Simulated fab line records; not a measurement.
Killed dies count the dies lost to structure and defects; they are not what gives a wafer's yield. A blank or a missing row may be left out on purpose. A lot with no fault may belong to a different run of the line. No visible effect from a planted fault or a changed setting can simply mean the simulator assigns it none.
fab line records    flow gf180mcu    part 2 of 2: steps 27 to 37 of 37
record lots=5  wafers=15  last_day=32
route steps=602 shown V2@396 M3@409 V3@429
lots with no fault: from the same line, run without faults
start_h: start of the lot's first displayed wafer, in hours after the record's first day    wait_h: hours from the lot's prior step to this one    " unchanged from the row above    L1.1+2: a row that stands for several wafers    - no value, or no start was given    * or withheld: withheld    < > ~ a bound
route shown NAME@n: NAME is a module with steps in the file, n the number in the route of the first one    usual: mean/standard deviation taken from wafers without a fault    same: alike in all rows    chamber/n: place in a boat    sites: each site's reading    _std_site: standard deviation across them    _edge_site: outer sites' mean less inner sites'    radius_mm: how far each site lies from the wafer's centre    mask NAME#n: copy n    behind: the last tool/chamber to shape the wafer    hold: what put the lot on hold/how long, in hours/how the hold closed    device: the n, p or np transistor that did not switch    end of line: the route-end tests of the same wafers    step lacking rows: just its recipe    killed: the dies lost at the first sort to structure and to defects; this is not the yield of the wafer    map: a wafer's dies, x killed, . not, _ none there
set.NAME: the setting as run; set.NAME@STEP: as run at that earlier step    model.NAME: the simulator's own value behind a step, which no gauge read
lots at selected steps of the route; one table per step, one row per wafer
services: a tool's chamber out of use, with start hour (start_h, from the record's first day; less than 0 if before it), hours out, and reason
## steps
# step GF_M3_DEVELOP_13
# recipe develop_time_s=60  dev_temp_c=21
# usual exhaust_pa=45.2/1
lot.wafer  tool            chamber  start_h  wait_h  exhaust_pa
L075.4     litho_track-03  0        493.36   0.1     44.3
L075.5     "               0        "        "       46.1
L075.6     "               0        "        "       45.7
L076.1     litho_track-04  0        506.22   0.2     45.3
L076.3     "               0        "        "       44.8
L076.6     "               0        "        "       44.4
L082.2     litho_track-01  0        563.31   0.2     43.7
L082.4     "               0        "        "       46.0
L082.6     "               0        "        "       43.4
L084.4     litho_track-03  0        580.81   0.1     43.4
L084.5     "               0        "        "       44.8
L084.6     "               0        "        "       45.4
L089.1     litho_track-04  0        614.97   0.2     44.0
L089.2     "               0        "        "       44.4
L089.5     "               0        "        "       43.5
# step GF_M3_CD_MEAS_14
# recipe target_cd_nm=280
# usual cd_nm=280.2/1.1
lot.wafer  tool       chamber  start_h  wait_h  cd_nm
L075.4     cd_sem-01  -        493.49   0.1     280.5
L075.5     "          -        "        "       280.7
L075.6     "          -        "        "       279.5
L076.1     cd_sem-02  -        506.37   0.1     282.3
L076.3     "          -        "        "       281.0
L076.6     "          -        "        "       282.1
L082.2     cd_sem-02  -        563.46   0.1     279.4
L082.4     "          -        "        "       280.5
L082.6     "          -        "        "       280.0
L084.4     cd_sem-01  -        580.94   0.1     280.6
L084.5     "          -        "        "       280.3
L084.6     "          -        "        "       281.7
L089.1     cd_sem-02  -        615.12   0.1     280.2
L089.2     "          -        "        "       279.6
L089.5     "          -        "        "       279.3
# step GF_M3_OVL_MEAS_15
# usual M3_OVL=6/6.1
lot.wafer  tool        chamber  start_h  wait_h  M3_OVL[nm]
L075.4     overlay-01  -        493.57   0.1     4
L075.5     "           -        "        "       -3
L075.6     "           -        "        "       3
L076.1     overlay-01  -        506.49   0.1     1
L076.3     "           -        "        "       -2
L076.6     "           -        "        "       4
L082.2     overlay-01  -        563.57   0.1     11
L082.4     "           -        "        "       7
L082.6     "           -        "        "       6
L084.4     overlay-02  -        581.02   0.1     11
L084.5     "           -        "        "       16
L084.6     "           -        "        "       13
L089.1     overlay-02  -        615.24   0.1     3
L089.2     "           -        "        "       1
L089.5     "           -        "        "       5
# step GF_M3_METAL_ETCH_16
# recipe chemistry=Cl2/BCl3  mask_material=KrF  target_depth_nm=750.8  stop_on=SiO2  pressure_mtorr=8  icp_w=800  bias_w=140  Cl2_flow_sccm=80  bcl3_flow_sccm=40  time_s=125.1
# usual drypump_motor_current_A=5.9/0.37  oes_product_au=0.991/0.006  throttle_valve_pct=28.230/0.0098
lot.wafer  tool          chamber  start_h  wait_h  drypump_motor_current_A  oes_product_au  rf_hours_counter_h  throttle_valve_pct
L075.4     rie_metal-03  1        493.63   0.1     5.4                      1.001           -                   28.215
L075.5     "             0        "        "       5.8                      1.003           -                   28.214
L075.6     "             1        "        "       5.4                      0.995           -                   28.227
L076.1     rie_metal-03  1        506.52   0.0     5.4                      0.997           9                   28.231
L076.3     "             1        "        "       5.4                      0.988           -                   28.239
L076.6     "             0        "        "       5.8                      0.993           -                   28.223
L082.2     rie_metal-01  0        563.64   0.1     6.4                      0.990           -                   28.231
L082.4     "             0        "        "       6.3                      0.998           -                   28.237
L082.6     "             0        "        "       6.4                      0.990           -                   28.246
L084.4     rie_metal-01  0        581.17   0.1     6.3                      0.997           -                   28.231
L084.5     "             0        "        "       6.3                      0.988           -                   28.223
L084.6     "             0        "        "       6.3                      0.991           -                   28.231
L089.1     rie_metal-04  0        615.27   0.0     6.1                      1.000           3                   28.232
L089.2     "             1        "        "       6.4                      0.993           10                  28.230
L089.5     "             0        "        "       6.1                      0.992           -                   28.224
# step GF_M3_STRIP_17
# recipe chemistry=O2/N2  power_w=1400  pressure_mtorr=1500  platen_temp_c=250  o2_flow_sccm=3000  n2_flow_sccm=300  overash_fraction=0.5
# usual drypump_motor_current_A=5.9/0.42  heater_power_w=340/37  oes_product_au=0.539/0.0053  strip_time_to_endpoint_s=7.41/0.05
lot.wafer  tool             chamber  start_h  wait_h  drypump_motor_current_A  heater_power_w  oes_product_au  rf_hours_counter_h  strip_time_to_endpoint_s
L075.4     plasma_asher-04  1        493.75   0.1     6.5                      319             0.538           -                   7.39
L075.5     "                0        "        "       5.9                      328             0.537           -                   7.36
L075.6     "                1        "        "       6.5                      314             0.533           -                   7.39
L076.1     plasma_asher-02  0        506.65   0.1     5.8                      293             0.543           8                   7.45
L076.3     "                0        "        "       5.7                      286             0.544           -                   7.41
L076.6     "                1        "        "       5.4                      412             0.536           -                   7.43
L082.2     plasma_asher-02  0        563.85   0.2     5.8                      289             0.540           14                  7.42
L082.4     "                1        "        "       5.5                      409             0.533           -                   7.41
L082.6     "                1        "        "       5.5                      414             0.532           -                   7.42
L084.4     plasma_asher-03  1        581.33   0.1     5.3                      353             0.538           -                   7.36
L084.5     "                1        "        "       5.3                      346             0.543           -                   7.38
L084.6     "                0        "        "       6.0                      363             0.539           -                   7.40
L089.1     plasma_asher-04  1        615.40   0.1     6.5                      319             0.537           100                 7.34
L089.2     "                0        "        "       5.8                      335             0.544           100                 7.48
L089.5     "                0        "        "       5.8                      323             0.530           -                   7.37
# step GF_M3_STRIP_18
# recipe chemistry=post_etch_residue_remover  time_s=1200  temp_c=72.5
lot.wafer   tool          chamber  start_h  wait_h
L075.4+5+6  wet_bench-04  2        493.82   0.0
L076.1+3+6  wet_bench-01  0        506.75   0.1
L082.2+4+6  wet_bench-04  0        563.95   0.1
L084.4+5+6  wet_bench-01  3        581.40   0.0
L089.1+2+5  wet_bench-01  0        615.50   0.1
# step GF_M3_CLEAN_19
# recipe chemistry=DIW  dry=n2_spin
lot.wafer   tool          chamber  start_h  wait_h
L075.4+5+6  wet_bench-02  0        494.50   0.0
L076.1+3+6  wet_bench-04  2        507.10   0.0
L082.2+4+6  wet_bench-01  3        564.30   0.0
L084.4+5+6  wet_bench-02  1        582.08   0.0
L089.1+2+5  wet_bench-04  3        615.84   0.0
# step GF_V3_CVD_00
# recipe material=SiO2  target_thk_nm=600  sigma_open_frac=0.3  temp_c=400  time_s=100  sih4_flow_sccm=60  pressure_mtorr=6
lot.wafer   tool       chamber  start_h  wait_h
L075.4+5+6  hdpcvd-02  0,2,1    494.91   0.0
L076.1+3+6  hdpcvd-01  0,1,0    507.19   0.0
L082.2+4+6  hdpcvd-02  0,0,1    564.39   0.0
L084.4+5+6  hdpcvd-01  1,2,0    582.21   0.0
L089.1+2+5  hdpcvd-01  2,0,1    615.94   0.0
# step GF_V3_THK_MEAS_01
# recipe reads=SiO2_of_V3_CVD_00
# usual V3_CVD_00_THK=599/5.7
lot.wafer  tool           chamber  start_h  wait_h  V3_CVD_00_THK[nm]
L075.4     film_metro-02  -        494.97   0.0     609
L075.5     "              -        "        "       605
L075.6     "              -        "        "       601
L076.1     film_metro-04  -        507.30   0.1     593
L076.3     "              -        "        "       594
L076.6     "              -        "        "       587
L082.2     film_metro-03  -        564.47   0.0     606
L082.4     "              -        "        "       607
L082.6     "              -        "        "       597
L084.4     film_metro-02  -        582.27   0.0     594
L084.5     "              -        "        "       599
L084.6     "              -        "        "       598
L089.1     film_metro-03  -        616.02   0.0     602
L089.2     "              -        "        "       596
L089.5     "              -        "        "       594
# step GF_V3_CVD_02
# recipe material=SiO2  target_thk_nm=850  precursor=TEOS  temp_c=400  time_s=94.851  rf_w=600
# usual heater_power_w=660/96
lot.wafer  tool      chamber  start_h  wait_h  heater_power_w
L075.4     pecvd-03  0        495.04   0.1     562
L075.5     "         1        "        "       561
L075.6     "         2        "        "       806
L076.1     pecvd-02  1        507.36   0.1     675
L076.3     "         2        "        "       518
L076.6     "         0        "        "       506
L082.2     pecvd-04  0        564.52   0.0     617
L082.4     "         0        "        "       644
L082.6     "         2        "        "       765
L084.4     pecvd-02  0        582.34   0.1     630
L084.5     "         2        "        "       584
L084.6     "         1        "        "       726
L089.1     pecvd-03  2        616.08   0.1     745
L089.2     "         1        "        "       677
L089.5     "         2        "        "       759
# step GF_V3_THK_MEAS_03
# recipe reads=SiO2_of_V3_CVD_02
# usual V3_CVD_02_THK=848/9.6
lot.wafer  tool           chamber  start_h  wait_h  V3_CVD_02_THK[nm]
L075.4     film_metro-04  -        495.10   0.0     847
L075.5     "              -        "        "       842
L075.6     "              -        "        "       844
L076.1     film_metro-02  -        507.42   0.0     838
L076.3     "              -        "        "       824
L076.6     "              -        "        "       851
L082.2     film_metro-02  -        564.60   0.0     851
L082.4     "              -        "        "       865
L082.6     "              -        "        "       852
L084.4     film_metro-04  -        582.40   0.0     853
L084.5     "              -        "        "       847
L084.6     "              -        "        "       854
L089.1     film_metro-02  -        616.15   0.0     829
L089.2     "              -        "        "       837
L089.5     "              -        "        "       851
## services
tool            chamber  start_h  hours  kind
krf_scanner-02  -        450.13   1.0    pm
cmp-01          -        471.97   1.6    repair
hdpcvd-01       2        492.01   22.9   repair
hdpcvd-01       -        497.80   0.7    repair
krf_scanner-02  -        498.71   4.4    pm
cvd_w-02        -        500.10   0.5    repair
rie_diel-01     0        502.20   9.3    repair
pvd_sputter-03  -        506.99   3.8    repair
pvd_sputter-01  -        510.79   1.6    repair
krf_scanner-02  -        515.64   0.8    pm
krf_scanner-02  -        520.91   1.3    pm
pvd_sputter-03  -        530.89   1.1    repair
pvd_sputter-04  -        532.45   3.6    repair
pvd_sputter-03  -        534.07   8.7    repair
hdpcvd-01       -        539.25   15.0   pm
rie_diel-01     3        557.49   4.1    repair
hdpcvd-01       -        559.73   1.0    repair
cvd_w-02        -        571.25   6.0    pm
cmp-01          -        572.15   4.0    pm
hdpcvd-01       -        579.09   1.4    repair
krf_scanner-02  -        585.44   4.0    pm
hdpcvd-01       1        591.89   16.0   repair
hdpcvd-01       -        605.53   2.8    pm
pvd_sputter-03  -        613.10   4.8    repair
